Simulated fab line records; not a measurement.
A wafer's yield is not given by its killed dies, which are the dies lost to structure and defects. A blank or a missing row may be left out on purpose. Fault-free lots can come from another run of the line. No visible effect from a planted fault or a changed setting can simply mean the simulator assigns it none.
Split-lot experiment	flow sfq-line	23 wafers read from 5 lots, route of 325 steps

ON THE SPLIT
At SFQ_TRILAYER_R5_DEP_SPUTTER_132 (material Ti, target thk 5 nm, time 5 s), the setting time-s was moved away from the recipe's 5 s on 8 of the 23 wafers read, by -14.8% to +13.5%. For the rest of the wafers, this setting stayed at what the recipe calls for.

The reading comes from the split's own step.

THE READING
Ti_of_TRILAYER_R5_DEP_SPUTTER_132.thk-nm (the simulator's own value, which no gauge read), in nm, at SFQ_TRILAYER_R5_DEP_SPUTTER_132 (material Ti, target thk 5 nm, time 5 s). The file gives no usual value for it. Here, 15 wafers ran the recipe; their average is 4.964 nm with a standard deviation of 0.12 nm.

wafer	tool, chamber at the split	time-s as run, s	against the recipe	Ti_of_TRILAYER_R5_DEP_SPUTTER_132.thk-nm, nm	against lot-mates on the recipe
L074.1	pvd-sputter-04, -	4.259	-14.8%	4.315	-0.778
L074.2	pvd-sputter-04, -	5	recipe	5.073	-
L074.3	pvd-sputter-04, -	5	recipe	5.12	-
L074.4	pvd-sputter-04, -	4.259	-14.8%	4.339	-0.754
L074.5	pvd-sputter-04, -	5	recipe	5.086	-
L077.1	pvd-sputter-03, -	5	recipe	4.953	-
L077.4	pvd-sputter-03, -	5	recipe	4.732	-
L077.5	pvd-sputter-03, -	5	recipe	4.735	-
L082.1	pvd-sputter-05, -	5	recipe	4.999	-
L082.2	pvd-sputter-05, -	5.673	+13.5%	5.673	+0.679
L082.3	pvd-sputter-05, -	5	recipe	4.989	-
L082.4	pvd-sputter-05, -	5.673	+13.5%	5.691	+0.697
L082.5	pvd-sputter-05, -	5.673	+13.5%	5.656	+0.662
L084.1	pvd-sputter-05, -	5.649	+13.0%	5.361	+0.540
L084.3	pvd-sputter-05, -	5.649	+13.0%	5.442	+0.622
L084.4	pvd-sputter-05, -	5	recipe	4.814	-
L084.5	pvd-sputter-05, -	5.649	+13.0%	5.464	+0.644
L084.6	pvd-sputter-05, -	5	recipe	4.827	-
L085.1	pvd-sputter-03, -	5	recipe	5.038	-
L085.2	pvd-sputter-03, -	5	recipe	5.054	-
L085.3	pvd-sputter-03, -	5	recipe	4.972	-
L085.4	pvd-sputter-03, -	5	recipe	4.986	-
L085.6	pvd-sputter-03, -	5	recipe	5.081	-

FIT RESULTS
A straight line over all 23 wafers: Ti_of_TRILAYER_R5_DEP_SPUTTER_132.thk-nm changes by +0.0439 nm for each +1% of time-s; r = +0.95; the points scatter about the line by 0.12 nm.
The same after taking each lot's own level away (the mean of its wafers on the recipe; 23 wafers): +0.0497 nm for each +1%; r = +0.99; scatter 0.051 nm.
Per that fit: largest time-s move, reading shift of 0.74 nm.
The span of the lots' own levels, 4.8067 to 5.0930 nm, comes to 2.3 times the standard deviation stated above.
In other words, the slope is changed by the lot-to-lot level; the two fits disagree.
Check: -0.731 nm against its lot-mates is what the line predicts for one of the wafers moved furthest among these (-14.8%) when that wafer is left out of the fit. It came out at -0.778 nm against them.

OTHER SPLITS APPLIED TO THESE WAFERS
Before the reading, these wafers also passed through other splits. Each is held against what the fit with the lots' levels taken away leaves over:
other split on the same wafers	wafers away from the commonest value	r with Ti_of_TRILAYER_R5_DEP_SPUTTER_132.thk-nm (lot level and that fit taken away)
SFQ_TRILAYER_I4_VIA_LITHO_EXPOSE_104 dose-mj	6	-0.13
SFQ_TRILAYER_JJ_TRILAYER_DEP_SPUTTER_110 time-s	7	+0.04
SFQ_TRILAYER_JJ_TRILAYER_DEP_SPUTTER_112 power-w	8	-0.06
SFQ_TRILAYER_JJ_CE_LITHO_PEB_117 peb-temp-c	6	-0.08
SFQ_TRILAYER_M5_LITHO_PEB_126 peb-time-s	10	-0.04

THE FILE'S OWN FIT
Ti_of_TRILAYER_R5_DEP_SPUTTER_132.thk-nm changes by +0.0497 nm for each +1% of time-s, r = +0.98.
